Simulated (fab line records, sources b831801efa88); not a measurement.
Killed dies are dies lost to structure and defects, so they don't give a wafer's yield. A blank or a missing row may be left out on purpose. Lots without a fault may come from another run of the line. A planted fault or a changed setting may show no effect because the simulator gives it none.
fab line records | flow gf180mcu | part 2 of 2: steps 29 to 36 of 36
record lots=5 wafers=15 last_day=33
route steps=602 shown V2@396 M3@409 V3@429
lots that met no fault: from a run of the same line without faults
start_h: hours from the record's first day to the start of the lot's first wafer shown | wait_h: hours since the lot's step before | " the same as in the row above | L1.1+2: a row that stands for several wafers | - no value, or no start given | * or withheld: withheld | < > ~ a bound
route shown NAME@n: a module of which the file shows steps, and the number in the route of the first | usual: mean/standard deviation of fault-free wafers | same: alike in all rows | chamber/n: place in a boat | sites: the reading at each site | _std_site: their standard deviation | _edge_site: outer sites' mean less inner sites' | radius_mm: how far each site lies from the wafer's centre | mask NAME#n: copy n | behind: the tool/chamber that last shaped the wafer | hold: why the lot was held/for how many hours/how that ended | device: the transistor (n, p or np) that didn't switch | end of line: the same wafers' tests at the end of the route | a step without rows: its recipe alone | killed: dies lost to structure and defects at the first sort, not the wafer's yield | map: a wafer's dies, x killed, . not, _ none there
set.NAME: the setting as run; set.NAME@STEP: as run at that earlier step | model.NAME: the simulator's own value behind a step, which no gauge read
lots at some steps of the route; a table a step, a row a wafer
services: from which hour (start_h, from the record's first day; less than 0 if before it) a tool's chamber was out of use, for how many hours, and why
## steps
# step GF_M3_OVL_MEAS_15
# usual M3_OVL=0/6
# columns lot.wafer tool chamber start_h wait_h M3_OVL[nm]
L074.3 overlay-01 - 496.78 0.1 -2
L074.4 " - " " -7
L074.6 " - " " -15
L076.2 overlay-01 - 514.82 0.1 4
L076.4 " - " " -1
L076.6 " - " " 8
L083.1 overlay-01 - 564.20 0.1 1
L083.2 " - " " 9
L083.3 " - " " 5
L088.2 overlay-02 - 608.33 0.1 1
L088.3 " - " " -5
L088.5 " - " " -2
L094.3 overlay-02 - 649.08 0.1 1
L094.4 " - " " 12
L094.6 " - " " 10
# step GF_M3_METAL_ETCH_16
# recipe chemistry=Cl2/BCl3 mask_material=KrF target_depth_nm=750.8 stop_on=SiO2 pressure_mtorr=8 icp_w=800 bias_w=140 Cl2_flow_sccm=80 bcl3_flow_sccm=40 time_s=125.1
# usual bcl3_flow_sccm=39.99/0.13 drypump_motor_current_A=5.9/0.41 oes_product_au=0.990/0.0058 throttle_valve_pct=28.231/0.0098
# columns lot.wafer tool chamber start_h wait_h bcl3_flow_sccm drypump_motor_current_A oes_product_au rf_hours_counter_h throttle_valve_pct
L074.3 rie_metal-04 0 496.85 0.1 40.09 5.5 0.982 - 28.237
L074.4 " 1 " " 40.14 6.0 0.999 - 28.201
L074.6 " 0 " " 40.11 5.5 0.985 - 28.240
L076.2 rie_metal-04 0 514.90 0.1 40.07 5.5 0.986 - 28.246
L076.4 " 0 " " 40.10 5.5 1.002 - 28.236
L076.6 " 0 " " 40.17 5.5 0.980 - 28.240
L083.1 rie_metal-02 1 564.23 0.0 40.01 5.2 0.991 9 28.230
L083.2 " 0 " " 40.34 6.3 0.999 11 28.219
L083.3 " 1 " " 39.81 5.2 0.994 - 28.219
L088.2 rie_metal-01 0 608.36 0.0 39.90 6.0 0.991 15 28.233
L088.3 " 1 " " 40.19 6.5 0.997 - 28.230
L088.5 " 1 " " 40.05 6.5 0.996 - 28.233
L094.3 rie_metal-01 0 649.15 0.1 40.12 6.0 0.987 - 28.241
L094.4 " 1 " " 39.97 6.5 0.991 - 28.229
L094.6 " 1 " " 40.00 6.5 0.986 - 28.225
# step GF_M3_STRIP_17
# recipe chemistry=O2/N2 power_w=1400 pressure_mtorr=1500 platen_temp_c=250 o2_flow_sccm=3000 n2_flow_sccm=300 overash_fraction=0.5
# usual drypump_motor_current_A=5.58/0.23 heater_power_w=322/32 oes_product_au=0.538/0.0046 strip_time_to_endpoint_s=7.40/0.051
# columns lot.wafer tool chamber start_h wait_h drypump_motor_current_A heater_power_w oes_product_au rf_hours_counter_h strip_time_to_endpoint_s
L074.3 plasma_asher-04 0 496.97 0.1 5.22 322 0.534 - 7.50
L074.4 " 1 " " 5.79 280 0.539 - 7.41
L074.6 " 0 " " 5.20 318 0.541 - 7.47
L076.2 plasma_asher-02 1 515.11 0.2 5.47 388 0.534 77 7.48
L076.4 " 0 " " 5.73 330 0.538 - 7.43
L076.6 " 1 " " 5.47 389 0.542 - 7.47
L083.1 plasma_asher-03 0 564.36 0.1 5.81 324 0.537 45 7.38
L083.2 " 1 " " 5.57 339 0.539 45 7.33
L083.3 " 1 " " 5.54 332 0.524 - 7.36
L088.2 plasma_asher-02 0 608.49 0.1 5.70 319 0.539 86 7.43
L088.3 " 1 " " 5.45 386 0.537 - 7.34
L088.5 " 1 " " 5.46 375 0.537 - 7.34
L094.3 plasma_asher-04 0 649.27 0.1 5.24 328 0.540 - 7.40
L094.4 " 1 " " 5.83 277 0.536 - 7.38
L094.6 " 1 " " 5.82 278 0.537 - 7.36
# step GF_M3_STRIP_18
# recipe chemistry=post_etch_residue_remover time_s=1200 temp_c=72.5
# usual bath_heat_duty_pct=15.1/1.3
# columns lot.wafer tool chamber start_h wait_h bath_heat_duty_pct
L074.3 wet_bench-02 2 497.04 0.0 15.4
L074.4 " 2 " " 16.5
L074.6 " 2 " " 15.1
L076.2 wet_bench-04 1 515.21 0.1 14.9
L076.4 " 1 " " 14.4
L076.6 " 1 " " 14.9
L083.1 wet_bench-03 1 564.46 0.1 18.4
L083.2 " 1 " " 16.1
L083.3 " 1 " " 16.2
L088.2 wet_bench-02 2 608.59 0.1 16.3
L088.3 " 2 " " 15.2
L088.5 " 2 " " 16.5
L094.3 wet_bench-04 1 649.34 0.0 14.6
L094.4 " 1 " " 15.2
L094.6 " 1 " " 14.6
# step GF_M3_CLEAN_19
# recipe chemistry=DIW dry=n2_spin
# columns lot.wafer tool chamber start_h wait_h
L074.3+4+6 wet_bench-04 1 497.72 0.0
L076.2+4+6 wet_bench-03 3 515.62 0.0
L083.1+2+3 wet_bench-02 1 564.83 0.0
L088.2+3+5 wet_bench-03 0 608.93 0.0
L094.3+4+6 wet_bench-02 2 649.68 0.0
# step GF_V3_CVD_00
# recipe material=SiO2 target_thk_nm=600 sigma_open_frac=0.3 temp_c=400 time_s=100 sih4_flow_sccm=60 pressure_mtorr=6
# usual sih4_flow_sccm=59.98/0.18 susceptor_temp_C=400.00/0.23
# columns lot.wafer tool chamber start_h wait_h sih4_flow_sccm susceptor_temp_C
L074.3 hdpcvd-01 2 497.81 0.0 60.01 399.72
L074.4 " 2 " " 59.79 399.76
L074.6 " 1 " " 60.06 399.98
L076.2 hdpcvd-02 0 515.80 0.0 60.20 399.91
L076.4 " 1 " " 60.22 399.59
L076.6 " 0 " " 60.24 399.45
L083.1 hdpcvd-01 0 564.93 0.0 60.14 400.13
L083.2 " 1 " " 60.03 400.20
L083.3 " 2 " " 59.72 400.17
L088.2 hdpcvd-01 2 609.15 0.0 59.91 400.20
L088.3 " 1 " " 59.85 400.14
L088.5 " 2 " " 59.85 399.83
L094.3 hdpcvd-02 1 649.77 0.0 59.72 400.19
L094.4 " 1 " " 59.93 399.92
L094.6 " 0 " " 59.83 399.90
# step GF_V3_THK_MEAS_01
# recipe reads=SiO2_of_V3_CVD_00
# usual V3_CVD_00_THK=600/5.9
# columns lot.wafer tool chamber start_h wait_h V3_CVD_00_THK[nm]
L074.3 film_metro-01 - 497.91 0.1 592
L074.4 " - " " 598
L074.6 " - " " 603
L076.2 film_metro-01 - 515.88 0.0 604
L076.4 " - " " 607
L076.6 " - " " 612
L083.1 film_metro-03 - 565.00 0.0 590
L083.2 " - " " 605
L083.3 " - " " 605
L088.2 film_metro-03 - 609.23 0.0 609
L088.3 " - " " 609
L088.5 " - " " 609
L094.3 film_metro-03 - 649.86 0.1 592
L094.4 " - " " 602
L094.6 " - " " 603
# step GF_V3_CVD_02
# recipe material=SiO2 target_thk_nm=850 precursor=TEOS temp_c=400 time_s=94.851 rf_w=600
# usual heater_power_outer_w=382/110 heater_power_w=630/120 susceptor_temp_C=400.03/0.23
# columns lot.wafer tool chamber start_h wait_h heater_power_outer_w heater_power_w susceptor_temp_C
L074.3 pecvd-01 1 497.95 0.0 327 601 399.86
L074.4 " 2 " " 641 873 399.78
L074.6 " 1 " " 371 658 399.75
L076.2 pecvd-01 2 515.93 0.0 641 852 399.91
L076.4 " 0 " " 302 587 399.75
L076.6 " 1 " " 355 634 399.97
L083.1 pecvd-02 0 565.06 0.1 473 773 400.16
L083.2 " 1 " " 359 660 400.00
L083.3 " 2 " " 336 523 400.20
L088.2 pecvd-03 1 609.28 0.0 298 581 400.32
L088.3 " 2 " " 234 415 400.13
L088.5 " 1 " " 333 604 400.08
L094.3 pecvd-02 2 649.90 0.0 304 474 400.04
L094.4 " 0 " " 369 654 400.18
L094.6 " 1 " " 328 601 399.89
## services
# columns tool chamber start_h hours kind
pecvd-02 - 449.47 1.6 repair
cmp-01 - 460.01 7.6 pm
rie_metal-01 1 461.81 16.8 repair
krf_scanner-01 - 491.64 0.8 pm
wet_bench-03 - 492.67 7.2 repair
cmp-02 - 497.91 3.0 repair
krf_scanner-01 - 503.37 1.0 pm
rie_diel-03 - 504.27 0.2 repair
plasma_asher-04 - 506.05 14.6 pm
rie_diel-03 2 514.04 8.3 repair
pvd_sputter-04 - 516.42 2.7 repair
pvd_sputter-02 - 520.89 0.6 repair
rie_diel-03 0 535.70 2.6 repair
wet_bench-04 - 539.68 2.4 repair
krf_scanner-01 - 555.75 1.3 pm
rie_diel-03 0 564.38 6.9 repair
cmp-02 - 575.66 11.2 repair
rie_diel-03 0 576.41 2.9 repair
pvd_sputter-02 - 577.15 8.9 repair
cmp-02 - 586.88 19.9 pm
krf_scanner-01 - 594.04 1.3 repair
krf_scanner-01 - 628.00 1.2 repair
cvd_w-02 - 630.18 9.0 repair
plasma_asher-03 - 640.98 6.1 repair
